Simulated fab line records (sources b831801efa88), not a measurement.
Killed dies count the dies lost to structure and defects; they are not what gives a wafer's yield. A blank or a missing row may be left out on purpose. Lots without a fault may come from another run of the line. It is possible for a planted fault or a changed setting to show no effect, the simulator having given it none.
What tool caused it? | flow gf180mcu | 11 lots, 33 wafers sampled, at 5 steps of a route of 602

## WHAT THE GAUGES SHOWED, per wafer
GF_TOP_METAL_RS_MEAS_05: measures by four-point-probe.
lot  | measured     | on            | TOP_METAL_ALCU_RS (ohm/sq)
L527 | day 27 01:28 | film_metro-04 | 0.03255 0.03247 0.03234
L528 | day 28 00:50 | film_metro-03 | 0.03271 0.03275 0.0332
L531 | day 28 15:54 | film_metro-04 | 0.03216 0.03237 0.03229
L532 | day 28 19:18 | film_metro-03 | 0.03272 0.03298 0.03275
L533 | day 29 00:09 | film_metro-02 | 0.0327 0.03205 0.03254
L536 | day 30 02:11 | film_metro-02 | 0.03255 0.03243 0.03247
L539 | day 30 22:34 | film_metro-04 | 0.03275 0.03258 0.03261
L540 | day 31 03:43 | film_metro-04 | 0.03308 0.04281 0.04248 0.03313 0.04277 0.04242
L543 | day 32 02:20 | film_metro-04 | 0.043 0.03336 0.04335 0.043 0.03331 0.04318
L544 | day 32 07:09 | film_metro-03 | 0.03239 0.03254 0.03253
L550 | day 33 14:05 | film_metro-03 | 0.0327 0.03283 0.03283

## EACH LOT AND THE TOOL THAT RAN IT (in order: tool; ch and the chambers of the sampled wafers; start)
lot  | GF_MIM_SPUTTER_03            | GF_MIM_SPUTTER_07            | GF_M5_ETCH_09                      | GF_TOP_METAL_SPUTTER_02
L527 | pvd_sputter-03, day 24 06:34 | pvd_sputter-01, day 24 06:43 | rie_diel-01 ch 0,1,3, day 26 01:34 | pvd_sputter-04, day 27 01:22
L528 | pvd_sputter-03, day 25 07:44 | pvd_sputter-01, day 25 07:53 | rie_diel-01 ch 0,2,3, day 27 01:48 | pvd_sputter-02, day 28 00:42
L531 | pvd_sputter-02, day 25 23:47 | pvd_sputter-01, day 25 23:56 | rie_diel-04 ch 0,1,3, day 27 17:38 | pvd_sputter-04, day 28 15:47
L532 | pvd_sputter-03, day 26 02:14 | pvd_sputter-01, day 26 02:23 | rie_diel-04 ch 0,2,3, day 27 20:15 | pvd_sputter-03, day 28 19:11
L533 | pvd_sputter-02, day 26 09:02 | pvd_sputter-01, day 26 09:11 | rie_diel-01 ch 0,2,3, day 28 02:10 | pvd_sputter-03, day 29 00:02
L536 | pvd_sputter-02, day 27 11:05 | pvd_sputter-03, day 27 11:14 | rie_diel-01 ch 0,1,3, day 29 03:41 | pvd_sputter-04, day 30 02:04
L539 | pvd_sputter-01, day 28 09:42 | pvd_sputter-02, day 28 09:51 | rie_diel-01 ch 1,3, day 30 00:50   | pvd_sputter-04, day 30 22:29
L540 | pvd_sputter-03, day 28 17:23 | pvd_sputter-01, day 28 17:33 | rie_diel-01 ch 1,3, day 30 07:18   | pvd_sputter-04, day 31 03:37
L543 | pvd_sputter-02, day 29 11:07 | pvd_sputter-03, day 29 11:17 | rie_diel-01 ch 0,2,3, day 30 23:59 | pvd_sputter-04, day 32 02:15
L544 | pvd_sputter-01, day 29 21:59 | pvd_sputter-03, day 29 22:08 | rie_diel-01 ch 0,1,2, day 31 10:59 | pvd_sputter-02, day 32 06:59
L550 | pvd_sputter-02, day 31 08:49 | pvd_sputter-03, day 31 08:58 | rie_diel-01 ch 0,1,3, day 32 19:14 | pvd_sputter-02, day 33 13:58
- GF_MIM_SPUTTER_03: material Ti, target thk 10 nm, time 6.7 s.
- GF_MIM_SPUTTER_07: material TiN, target thk 60 nm, time 50 s.
- GF_M5_ETCH_09: etches Si3N4 in CF4/O2, target depth 52 nm, time 11.6 s.
- GF_TOP_METAL_SPUTTER_02: material AlCu, target thk 900 nm, time 47.82 s.

## THE ANSWER, worked out from the rows above alone
Rule: the usual values come from the lots themselves. The widest of any qualifying gaps counts: lots, ordered by their means at a reading, are off when they make up no more than a third of the lots, leave a main group of 4 or more, and stand apart from it by 3 or more times the standard deviation of that group's means. Not used: any main group whose means are identical at the precision the tables above print for the reading. Also off: a lot with no number at a reading for which 4 or more lots have one. Any other lot the step has rows for is counted as sound.
Off: L540, L543, at GF_TOP_METAL_RS_MEAS_05 (TOP_METAL_ALCU_RS). The main group has a mean of 0.03258 ohm/sq with a standard deviation of 0.0002.
A tool fits if, at a process step before that reading, it ran every lot that is off, and no sound lot after the first of them. The gauges at GF_TOP_METAL_RS_MEAS_05 are tried like those tools. Can't be told from this: 2 tools fit, pvd_sputter-04 at GF_TOP_METAL_SPUTTER_02, film_metro-04 at GF_TOP_METAL_RS_MEAS_05.

## WHAT THE SIMULATOR HAD PUT IN
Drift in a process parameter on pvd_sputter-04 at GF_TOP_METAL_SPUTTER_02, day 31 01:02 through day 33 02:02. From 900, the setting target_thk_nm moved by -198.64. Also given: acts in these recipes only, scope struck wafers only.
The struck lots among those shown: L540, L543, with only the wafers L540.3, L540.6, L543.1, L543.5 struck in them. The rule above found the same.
